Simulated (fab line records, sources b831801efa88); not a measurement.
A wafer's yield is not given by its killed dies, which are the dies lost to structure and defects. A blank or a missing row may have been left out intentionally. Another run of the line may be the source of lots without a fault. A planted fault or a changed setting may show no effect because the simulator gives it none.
A struck lot beside a sound one	flow gf180mcu	15 steps out of a route of 602
Sound: these wafers, L163.1, L163.2, L163.5. Struck: wafer L161.4 (L161.1, L161.3, from the same lot, were not struck and are left out); the cause is given at the end.
Each step with rows lists, per side, the tool, then ch with its chambers, then its first start. Under that, the readings that differ: sound wafers	struck wafers	difference of the means	sigmas: that difference in standard deviations of wafers without a fault.
alike: words and numbers the same on both sides, and readings whose means are apart by under 2 such deviations; not compared: readings that were withheld, readings missing a value for some wafer, numbers with overlapping values and no deviation given by the record, and bounds like >300 which may hide the same value.
A row with sigmas, a row that says differs or no value, or rows on one side alone: a step with any of these is where the two part. When numbers do not overlap yet have no deviation, they are printed without sigmas and do not part them. A reading that every wafer of one side lacks parts them only if that side has two wafers or more.

GF_V4_CD_MEAS_14: the cd target is 260 nm.
  sound: cdSem-02 at day 31 01:47; struck: cdSem-01 at day 30 12:57
  alike: cdNm
GF_V4_OVL_MEAS_15:
  sound: overlay-01 at day 31 01:54; struck: overlay-01 at day 30 13:04
reading	sound	struck	difference	sigmas
V4_OVL (nm)	10 5 7	-9	-16	-3
then, 1 step without rows for these wafers: GF_V4_ETCH_16 (etches BARC in N2/H2).
GF_V4_ETCH_17: etches SiO2 in C4F8/O2/Ar, stops on TiN, target depth 630 nm.
  sound on rieDiel-04 ch 1,3; struck on rieDiel-04 ch 0
  alike: oesProductAu
GF_V4_STRIP_18: strips in O2/N2.
  sound on plasmaAsher-04 ch 0,1, day 31 02:04; struck on plasmaAsher-02 ch 0, day 30 13:14
  alike: drypumpMotorCurrentA, heaterPowerW, oesProductAu
  not compared: rfHoursCounterH
then, 2 steps without rows for these wafers: GF_V4_STRIP_19 (strips in post etch residue remover, time 1200 s); GF_V4_CLEAN_20 (cleans in DIW).
GF_V4_SPUTTER_21: material Ti, target thk 15 nm, time 80.02 s.
  sound: pvdSputter-02 at day 31 02:36; struck: pvdSputter-04 at day 30 13:46
  alike: substrateTempC, throttleValvePct
GF_V4_SPUTTER_22: material TiN, target thk 10 nm, time 40 s.
  sound: pvdSputter-02 at day 31 02:40; struck: pvdSputter-04 at day 30 13:50
  alike: throttleValvePct
GF_V4_CVD_23: deposits W, target thk 350 nm, time 104.9 s.
  sound on cvdW-01 ch 0,1, day 31 02:42; struck on cvdW-01 ch 0, day 30 13:52
  alike: heaterPowerW
GF_V4_RS_MEAS_24: uses a four-point probe to measure.
  sound: filmMetro-04 at day 31 02:49; struck: filmMetro-01 at day 30 13:59
  alike: V4_W_RS
GF_V4_THK_MEAS_25: measures by xrf.
  sound: filmMetro-04 at day 31 02:56; struck: filmMetro-01 at day 30 14:06
  alike: V4_W_THK
GF_V4_CMP_26: polishes, stops on SiO2, t overpolish 15 s, target thk 0 nm.
  sound on cmp-02 ch 0,1, day 31 03:02; struck on cmp-01 ch 0, day 30 14:10
reading	sound	struck	difference	sigmas
overpolishRunS (s)	14.996 15.005 15.001	0.037	-14.964	-99 or more
timeToEndpointS (s)	89 90 84	131	+43	+13
  alike: motorCurrentA, platenRpm, slurryFlowMlMin
then, 1 step without rows for these wafers: GF_MIM_SPUTTER_00 (material Ti, target thk 37.5 nm, time 150 s).
-- the record jumps here: 4 days lie between the struck wafers' starts before and after (it left off in module MIM and takes up again in module PASSIVATION, whose first step shown is number 602 of the route) --
GF_PASSIVATION_PROBE_99:
  only the struck wafers here have rows in the record (prober-02, day 34 07:26); the sound ones have none

## WHERE THEY PART
Earliest at GF_V4_OVL_MEAS_15; latest, in this record, at GF_PASSIVATION_PROBE_99.

WHY: the cause the simulator had injected
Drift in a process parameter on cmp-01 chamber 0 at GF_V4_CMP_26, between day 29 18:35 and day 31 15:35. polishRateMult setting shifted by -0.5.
